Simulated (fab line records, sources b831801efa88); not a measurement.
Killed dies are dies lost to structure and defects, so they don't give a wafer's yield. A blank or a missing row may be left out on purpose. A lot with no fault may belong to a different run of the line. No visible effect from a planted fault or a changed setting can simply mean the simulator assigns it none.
fab line records    flow sky130
record lots=7  wafers=21  last-day=50
route steps=708 shown POLY_GATE@236 LDD_N@237 PAD_OPEN@708
lots that met no fault: from a run of the same line without faults
start-h: start of the lot's first displayed wafer, in hours after the record's first day    wait-h: time in hours since the lot's previous step    " same as the row above    L1.1+2: one row covering several wafers at once    - no value present, or no start provided    * or withheld: withheld    < > ~ a bound
route shown NAME@n: a module of which the file shows steps, and the number in the route of the first    usual: the fault-free wafers' mean and standard deviation    same: alike in all rows    chamber/n: place in a boat    sites: the reading at each site    _std_site: standard deviation of those values    _edge_site: the outer-site mean with the inner-site mean subtracted    radius-mm: how far each site lies from the wafer's centre    mask NAME#n: copy n    behind: the last tool/chamber to shape the wafer    hold: cause of the lot's hold/its duration in hours/its outcome    device: the transistor (n, p or np) that didn't switch    end of line: at the end of the route, the tests of the same wafers    step lacking rows: just its recipe    killed: at the first sort, the dies lost to defects and structure; wafer yield is something else    map: a wafer's dies, x killed, . not, _ none there
set.NAME: the setting the step ran with; set.NAME@STEP: the setting that earlier step ran with    model.NAME: the simulator's own value behind a step, which no gauge read
lots at some steps of the route; a table a step, a row a wafer
services: the hour from which a tool's chamber was out of use, counted from the record's first day as start-h (under 0 if before that day), plus the number of hours and why
## steps
# step SKY_POLY_GATE_CD_MEAS_22
# usual cd-nm=150.7/2.2
lot.wafer  tool       chamber  start-h  wait-h  cd-nm
L828.1     cd-sem-01  -        397.95   0.1     150.2
L828.2     "          -        "        "       150.5
L828.6     "          -        "        "       153.2
L829.4     cd-sem-01  -        408.03   0.1     150.1
L829.5     "          -        "        "       151.6
L829.6     "          -        "        "       153.5
L836.1     cd-sem-02  -        466.52   0.1     154.4
L836.2     "          -        "        "       154.2
L836.4     "          -        "        "       150.0
L837.1     cd-sem-02  -        476.17   0.1     148.2
L837.2     "          -        "        "       150.6
L837.4     "          -        "        "       150.1
L839.4     cd-sem-02  -        491.13   0.1     153.4
L839.5     "          -        "        "       150.0
L839.6     "          -        "        "       152.4
L843.1     cd-sem-02  -        544.91   0.1     153.2
L843.2     "          -        "        "       151.4
L843.3     "          -        "        "       153.1
L846.1     cd-sem-02  -        553.82   0.1     149.1
L846.2     "          -        "        "       152.6
L846.5     "          -        "        "       148.0
# step SKY_LDD_N_DEHYDRATE_00
# recipe temp-c=200  time-s=60
# step SKY_LDD_N_HMDS_01
# recipe prime-time-s=60  prime-temp-c=120
# step SKY_LDD_N_COAT_02
# recipe resist=NOVOLAK  spin-rpm=3000  resist-thk-nm=300
# step SKY_LDD_N_SOFTBAKE_03
# recipe temp-c=90  time-s=60  resist=NOVOLAK
# step SKY_LDD_N_EXPOSE_04
# recipe mask-id=NTM  target-cd-nm=840  na=0.6  source-shape=conventional  sigma-outer=0.6  dose-mj=110
# step SKY_LDD_N_PEB_05
# recipe temp-c=withheld  time-s=*  resist=NOVOLAK
# step SKY_LDD_N_DEVELOP_06
# recipe develop-time-s=60  dev-temp-c=23
# step SKY_LDD_N_OVL_MEAS_07
# usual LDD_N_OVL=0.2/1.3
lot.wafer  tool        chamber  start-h  wait-h  LDD_N_OVL[nm]
L828.1     overlay-01  -        426.20   0.1     0.1
L828.2     "           -        "        "       -0.5
L828.6     "           -        "        "       0.9
L829.4     overlay-02  -        438.02   0.1     -0.4
L829.5     "           -        "        "       1.5
L829.6     "           -        "        "       1.1
L836.1     overlay-01  -        496.80   0.1     -1.0
L836.2     "           -        "        "       1.2
L836.4     "           -        "        "       3.0
L837.1     overlay-01  -        506.16   0.1     1.4
L837.2     "           -        "        "       -0.1
L837.4     "           -        "        "       1.0
L839.4     overlay-01  -        520.28   0.1     0.0
L839.5     "           -        "        "       -0.6
L839.6     "           -        "        "       -1.2
L843.1     overlay-02  -        574.15   0.1     -0.6
L843.2     "           -        "        "       -0.5
L843.3     "           -        "        "       0.3
L846.1     overlay-02  -        583.31   0.1     0.2
L846.2     "           -        "        "       0.3
L846.5     "           -        "        "       -1.6
# step SKY_LDD_N_IMPLANT_08
# recipe species=As  energy-kev=20  dose-cm2=7.5e+13  tilt-deg=withheld  rotation-deg=23
# step SKY_LDD_N_IMPLANT_09
# recipe species=As  energy-kev=20  dose-cm2=7.5e+13  tilt-deg=withheld  rotation-deg=113
# step SKY_LDD_N_IMPLANT_10
# recipe species=As  energy-kev=20  dose-cm2=7.5e+13  tilt-deg=withheld  rotation-deg=203
# step SKY_LDD_N_IMPLANT_11
# recipe species=As  energy-kev=20  dose-cm2=7.5e+13  tilt-deg=withheld  rotation-deg=293
# usual dose-ions-cm2=7.498e+13/7.7e+10  faraday-current-uA=422/8.4
lot.wafer  tool          chamber  start-h  wait-h  dose-ions-cm2  faraday-current-uA
L828.1     implanter-03  0        426.69   0.1     7.503e+13      425
L828.2     "             0        "        "       7.491e+13      433
L828.6     "             0        "        "       7.501e+13      434
L829.4     implanter-02  0        438.56   0.1     7.492e+13      436
L829.5     "             0        "        "       7.505e+13      416
L829.6     "             0        "        "       7.486e+13      419
L836.1     implanter-02  0        497.29   0.1     4.191e+13      242
L836.2     "             0        "        "       4.189e+13      236
L836.4     "             0        "        "       4.194e+13      235
L837.1     implanter-02  0        506.65   0.1     4.193e+13      226
L837.2     "             0        "        "       4.195e+13      225
L837.4     "             0        "        "       4.2e+13        233
L839.4     implanter-02  0        520.82   0.1     4.186e+13      235
L839.5     "             0        "        "       4.188e+13      234
L839.6     "             0        "        "       4.184e+13      231
L843.1     implanter-02  0        574.64   0.1     7.503e+13      421
L843.2     "             0        "        "       7.506e+13      435
L843.3     "             0        "        "       7.51e+13       424
L846.1     implanter-04  0        583.80   0.1     7.488e+13      433
L846.2     "             0        "        "       7.49e+13       426
L846.5     "             0        "        "       7.496e+13      418
# step SKY_LDD_N_IMPLANT_12
# recipe species=BF2  energy-kev=50  dose-cm2=5e+12  tilt-deg=30  rotation-deg=0
# step SKY_LDD_N_IMPLANT_13
# recipe species=BF2  energy-kev=50  dose-cm2=5e+12  tilt-deg=30  rotation-deg=90
# step SKY_LDD_N_IMPLANT_14
# recipe species=BF2  energy-kev=50  dose-cm2=5e+12  tilt-deg=30  rotation-deg=180
# step SKY_LDD_N_IMPLANT_15
# recipe species=BF2  energy-kev=50  dose-cm2=5e+12  tilt-deg=30  rotation-deg=270
# step SKY_LDD_N_STRIP_16
# recipe chemistry=O2/N2  power-w=1400  pressure-mtorr=1500  platen-temp-c=withheld  o2-flow-sccm=3000  n2-flow-sccm=300  overash-fraction=0.5
# usual drypump-motor-current-A=5.8/0.32  oes-product-au=0.407/0.0047  strip-time-to-endpoint-s=4.318/0.015
lot.wafer  tool             chamber  start-h  wait-h  drypump-motor-current-A  oes-product-au  rf-hours-counter-h  strip-time-to-endpoint-s
L828.1     plasma-asher-01  0        427.45   0.1     5.3                      0.403           76                  4.301
L828.2     "                1        "        "       5.5                      0.408           76                  4.311
L828.6     "                0        "        "       5.3                      0.415           -                   4.301
L829.4     plasma-asher-01  0        439.27   0.1     5.3                      0.415           -                   4.305
L829.5     "                1        "        "       5.5                      0.413           -                   4.320
L829.6     "                0        "        "       5.3                      0.408           -                   4.304
L836.1     plasma-asher-03  0        498.04   0.1     6.2                      0.403           65                  4.211
L836.2     "                1        "        "       6.2                      0.407           65                  4.231
L836.4     "                0        "        "       6.2                      0.408           -                   4.219
L837.1     plasma-asher-03  0        507.40   0.1     6.2                      0.408           66                  4.225
L837.2     "                1        "        "       6.2                      0.408           66                  4.201
L837.4     "                1        "        "       6.2                      0.412           -                   4.235
L839.4     plasma-asher-04  1        521.53   0.1     6.0                      0.405           -                   4.218
L839.5     "                0        "        "       5.7                      0.413           -                   4.235
L839.6     "                1        "        "       6.0                      0.405           -                   4.234
L843.1     plasma-asher-04  1        575.39   0.1     6.0                      0.401           14                  4.310
L843.2     "                0        "        "       5.7                      0.407           14                  4.290
L843.3     "                1        "        "       6.0                      0.409           -                   4.300
L846.1     plasma-asher-04  0        584.55   0.1     5.7                      0.410           15                  4.310
L846.2     "                1        "        "       6.0                      0.405           15                  4.326
L846.5     "                0        "        "       5.7                      0.403           -                   4.311
# step SKY_LDD_N_TW_MEAS_17
# usual LDD_N_TW=2604/48
lot.wafer  tool           chamber  start-h  wait-h  LDD_N_TW
L828.1     film-metro-03  -        427.55   0.1     2640
L828.2     "              -        "        "       2652
L828.6     "              -        "        "       2640
L829.4     film-metro-02  -        439.37   0.1     2634
L829.5     "              -        "        "       2635
L829.6     "              -        "        "       2630
L836.1     film-metro-03  -        498.14   0.1     2610
L836.2     "              -        "        "       2594
L836.4     "              -        "        "       2606
L837.1     film-metro-03  -        507.50   0.1     2581
L837.2     "              -        "        "       2569
L837.4     "              -        "        "       2578
L839.4     film-metro-02  -        521.63   0.1     2569
L839.5     "              -        "        "       2573
L839.6     "              -        "        "       2556
L843.1     film-metro-04  -        575.49   0.1     2511
L843.2     "              -        "        "       2511
L843.3     "              -        "        "       2515
L846.1     film-metro-03  -        584.65   0.1     2606
L846.2     "              -        "        "       2618
L846.5     "              -        "        "       2625
# step SKY_PAD_OPEN_PROBE_99
# usual killed_at_M0_to_M3=44/6.4  killed_at_M4_up=3.0/1.8  killed-at-contacts=24/5  killed-at-front-end=16/4.3  killed-at-other=0.4/0.76  killed-dies=88/8.6  killed-on-rim=18/4  killed-open=47/7.2  killed-short=40/5.5
# same gross-dies=492  killed-at-back-side=0
lot.wafer  tool       chamber  start-h  wait-h  killed_at_M0_to_M3  killed_at_M4_up  killed-at-contacts  killed-at-front-end  killed-at-other  killed-dies  killed-on-rim  killed-open  killed-short  model.etest.tip-n.rs-ohm-sq  model.etest.nfet_01v8_turned.vt-sat-v
L828.1     prober-02  -        1091.48  0.1     49                  2                22                  26                   0                99           16             56           42            440.8                        0.6554
L828.2     prober-02  -        1091.53  0.1     42                  4                22                  16                   0                84           13             32           51            444                          0.6593
L828.6     prober-02  -        1091.73  0.2     52                  1                23                  14                   1                91           20             51           38            443.7                        0.65
L829.4     prober-01  -        1098.26  0.2     41                  2                21                  14                   1                79           12             46           33            435.7                        0.6475
L829.5     prober-01  -        1098.31  0.2     41                  3                24                  12                   0                80           15             41           39            436.2                        0.6504
L829.6     prober-01  -        1098.36  0.2     58                  4                24                  17                   0                103          23             66           37            437.4                        0.6512
L836.1     prober-02  -        1134.21  0.1     47                  7                19                  20                   0                93           29             43           49            475.3                        0.678
L836.2     prober-02  -        1134.26  0.1     37                  3                22                  23                   1                86           23             50           36            469.6                        0.6663
L836.4     prober-02  -        1134.36  0.2     47                  3                22                  21                   0                93           12             56           37            470.9                        0.657
L837.1     prober-01  -        1139.22  0.1     42                  5                21                  13                   0                81           15             41           39            473.4                        0.6504
L837.2     prober-01  -        1139.27  0.1     36                  4                24                  13                   0                77           15             39           37            473                          0.6469
L837.4     prober-01  -        1139.37  0.2     42                  4                26                  13                   2                87           21             41           45            470.4                        0.6552
L839.4     prober-01  -        1149.67  0.2     44                  1                23                  15                   0                83           16             51           32            478.3                        0.6725
L839.5     prober-01  -        1149.72  0.2     43                  2                20                  11                   1                77           17             39           38            475.4                        0.6597
L839.6     prober-01  -        1149.77  0.2     45                  1                21                  14                   1                82           16             42           40            476.3                        0.6657
L843.1     prober-02  -        1180.17  0.1     38                  1                27                  23                   0                89           21             49           40            444.4                        0.6511
L843.2     prober-02  -        1180.22  0.1     54                  3                33                  19                   1                110          21             63           47            444.7                        0.6595
L843.3     prober-02  -        1180.27  0.2     43                  2                21                  21                   0                87           19             44           43            445                          0.6528
L846.1     prober-02  -        1190.37  0.1     37                  3                29                  19                   0                88           19             44           43            446.4                        0.6472
L846.2     prober-02  -        1190.42  0.1     45                  5                26                  13                   1                90           24             50           40            445.9                        0.6492
L846.5     prober-02  -        1190.57  0.2     45                  6                30                  14                   0                95           24             50           44            444.1                        0.6407
# killed by level:class
L828.1 VIA1:geometric-particle:open=10 POLY_GATE:geometric-particle:short=9 POLY_GATE:geometric-particle:open=8 CONTACT:geometric-particle:open=8 VIA1:geometric-particle:short=8 VIA2:geometric-particle:open=7 LI_CONTACT:geometric-particle:open=6 VIA3:geometric-particle:open=6
L828.2 CONTACT:geometric-particle:short=8 METAL1:geometric-particle:short=8 VIA1:geometric-particle:open=7 METAL2:geometric-particle:short=6 LOCAL_INTERCONNECT:geometric-particle:short=5 CONTACT:geometric-particle:open=5 METAL3:geometric-particle:short=5 FIELD_ISO:geometric-particle:open=4
L828.6 VIA3:geometric-particle:open=11 LI_CONTACT:geometric-particle:open=7 CONTACT:geometric-particle:open=7 VIA1:geometric-particle:open=7 METAL2:geometric-particle:short=7 VIA1:geometric-particle:short=6 VIA3:geometric-particle:short=6 POLY_GATE:geometric-particle:open=5
L829.4 VIA1:geometric-particle:open=13 VIA3:geometric-particle:open=8 LI_CONTACT:geometric-particle:open=5 VIA2:geometric-particle:open=5 CONTACT:geometric-particle:short=5 CONTACT:geometric-particle:open=5 VIA1:geometric-particle:short=5 FIELD_ISO:geometric-particle:open=4
L829.5 VIA1:geometric-particle:open=8 LOCAL_INTERCONNECT:geometric-particle:short=7 VIA3:geometric-particle:open=7 CONTACT:geometric-particle:open=5 FIELD_ISO:geometric-particle:open=4 FIELD_ISO:geometric-particle:short=4 LI_CONTACT:geometric-particle:open=4 CONTACT:geometric-particle:short=4
L829.6 VIA1:geometric-particle:open=17 VIA2:geometric-particle:open=9 CONTACT:geometric-particle:open=8 LI_CONTACT:geometric-particle:open=7 VIA3:geometric-particle:open=7 METAL2:geometric-particle:short=6 FIELD_ISO:geometric-particle:open=5 POLY_GATE:geometric-particle:open=5
L836.1 CONTACT:geometric-particle:open=10 METAL2:geometric-particle:short=10 VIA1:geometric-particle:open=7 VIA3:geometric-particle:open=6 FIELD_ISO:geometric-particle:open=5 FIELD_ISO:geometric-particle:short=5 METAL4:geometric-particle:short=5 POLY_GATE:geometric-particle:open=4
L836.2 VIA1:geometric-particle:open=11 FIELD_ISO:geometric-particle:open=8 LI_CONTACT:geometric-particle:open=7 METAL1:geometric-particle:short=6 CONTACT:geometric-particle:open=6 CONTACT:geometric-particle:short=5 VIA3:geometric-particle:open=5 POLY_GATE:geometric-particle:open=4
L836.4 CONTACT:geometric-particle:open=10 VIA1:geometric-particle:open=8 LI_CONTACT:geometric-particle:open=7 VIA3:geometric-particle:open=7 POLY_GATE:geometric-particle:open=6 VIA2:geometric-particle:open=6 METAL2:geometric-particle:short=5 METAL1:geometric-particle:short=5
L837.1 VIA1:geometric-particle:short=10 VIA1:geometric-particle:open=8 CONTACT:geometric-particle:open=7 LI_CONTACT:geometric-particle:open=6 VIA2:geometric-particle:open=6 METAL2:geometric-particle:short=4 CONTACT:geometric-particle:short=4 METAL1:geometric-particle:short=4
L837.2 METAL1:geometric-particle:short=10 VIA1:geometric-particle:open=10 CONTACT:geometric-particle:open=8 POLY_GATE:geometric-particle:short=5 LI_CONTACT:geometric-particle:open=5 VIA2:geometric-particle:open=4 VIA3:geometric-particle:short=4 POLY_GATE:geometric-particle:open=3
L837.4 VIA1:geometric-particle:open=13 CONTACT:geometric-particle:open=9 METAL1:geometric-particle:short=9 LI_CONTACT:geometric-particle:short=6 VIA1:geometric-particle:short=5 VIA3:geometric-particle:open=5 FIELD_ISO:geometric-particle:short=4 CONTACT:geometric-particle:short=4
L839.4 VIA2:geometric-particle:open=10 VIA1:geometric-particle:open=9 LI_CONTACT:geometric-particle:open=8 CONTACT:geometric-particle:open=8 VIA1:geometric-particle:short=6 POLY_GATE:geometric-particle:short=5 VIA3:geometric-particle:open=5 METAL2:geometric-particle:short=4
L839.5 VIA2:geometric-particle:open=8 LI_CONTACT:geometric-particle:open=7 METAL1:geometric-particle:short=7 METAL2:geometric-particle:short=7 CONTACT:geometric-particle:open=6 VIA1:geometric-particle:short=5 VIA2:geometric-particle:short=4 FIELD_ISO:geometric-particle:open=3
L839.6 CONTACT:geometric-particle:open=9 VIA1:geometric-particle:open=9 VIA1:geometric-particle:short=8 METAL1:geometric-particle:short=7 VIA2:geometric-particle:open=5 LI_CONTACT:geometric-particle:open=4 METAL3:geometric-particle:short=4 FIELD_ISO:geometric-particle:open=3
L843.1 VIA1:geometric-particle:open=10 VIA3:geometric-particle:open=10 FIELD_ISO:geometric-particle:open=8 LOCAL_INTERCONNECT:geometric-particle:short=7 CONTACT:geometric-particle:short=6 CONTACT:geometric-particle:open=6 LI_CONTACT:geometric-particle:open=5 VIA3:geometric-particle:short=5
L843.2 LI_CONTACT:geometric-particle:open=16 VIA1:geometric-particle:open=15 POLY_GATE:geometric-particle:short=8 CONTACT:geometric-particle:open=8 METAL2:geometric-particle:short=8 VIA1:geometric-particle:short=7 VIA2:geometric-particle:open=7 METAL1:geometric-particle:short=6
L843.3 VIA3:geometric-particle:open=8 VIA1:geometric-particle:open=8 VIA2:geometric-particle:short=8 LI_CONTACT:geometric-particle:open=7 LOCAL_INTERCONNECT:geometric-particle:short=7 FIELD_ISO:geometric-particle:short=6 FIELD_ISO:geometric-particle:open=5 POLY_GATE:geometric-particle:open=4
L846.1 CONTACT:geometric-particle:open=12 VIA1:geometric-particle:open=9 VIA3:geometric-particle:open=7 FIELD_ISO:geometric-particle:short=6 CONTACT:geometric-particle:short=6 VIA2:geometric-particle:open=6 POLY_GATE:geometric-particle:open=5 LOCAL_INTERCONNECT:geometric-particle:short=5
L846.2 VIA2:geometric-particle:open=9 CONTACT:geometric-particle:open=8 CONTACT:geometric-particle:short=7 VIA3:geometric-particle:open=7 LI_CONTACT:geometric-particle:open=6 VIA1:geometric-particle:open=5 METAL2:geometric-particle:short=5 METAL3:geometric-particle:short=5
L846.5 CONTACT:geometric-particle:open=12 VIA1:geometric-particle:open=12 LI_CONTACT:geometric-particle:open=7 VIA2:geometric-particle:open=7 FIELD_ISO:geometric-particle:short=5 CONTACT:geometric-particle:short=5 VIA1:geometric-particle:short=5 POLY_GATE:geometric-particle:short=4
## services
tool             chamber  start-h  hours  kind
implanter-03     -        405.99   1.3    repair
plasma-asher-03  -        414.37   14.3   repair
plasma-asher-04  -        421.25   9.0    pm
plasma-asher-04  0        421.25   9.0    vent-cycle
plasma-asher-04  1        421.25   9.0    vent-cycle
implanter-04     -        422.54   3.0    pm
plasma-asher-04  0        430.25   -      clean
plasma-asher-04  1        430.25   -      clean
implanter-04     -        434.55   1.2    repair
implanter-02     -        444.02   4.9    pm
implanter-02     -        456.54   6.3    repair
implanter-04     -        475.26   3.5    repair
plasma-asher-04  -        513.86   2.8    repair
implanter-03     -        558.72   3.1    pm
plasma-asher-03  -        565.38   2.8    pm
implanter-03     -        571.96   2.7    repair
plasma-asher-03  -        582.89   2.7    repair
## key
first-sign step=SKY_LDD_N_IMPLANT_11  reading=dose-ions-cm2  direction=down  sigmas=99+  usual=*  struck=*
effect step=SKY_LDD_N_IMPLANT_11  reading=faraday-current-uA  direction=down  sigmas=23  usual=422  struck=233
effect step=SKY_LDD_N_STRIP_16  reading=strip-time-to-endpoint-s  direction=down  sigmas=6.5  usual=*  struck=*
model-effect step=SKY_PAD_OPEN_PROBE_99  value=etest.tip-n.rs-ohm-sq  without=438.9  struck=473.6
met-at SKY_LDD_N_IMPLANT_11
struck-wafers L836.1,L836.2,L836.4,L837.1,L837.2,L837.4,L839.4,L839.5,L839.6
tester-left-out L836,L837,L839
onset-between 438.56 497.29
fault kind=process-parameter-drift  tool=implanter-02  chamber=-  onset-h=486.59  steps=SKY_LDD_N_IMPLANT_11  channel=dose-cm2  offset=*  shape=step  end-h=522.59  acts-in=*  stated=*
# tester-left-out: of these lots the tester's yield and bins aren't shown, on N5 and GAA mostly nor the transistor test; their killed dies are dies lost to structure and defects alone, not to doping, threshold or leakage, so they don't give the yield
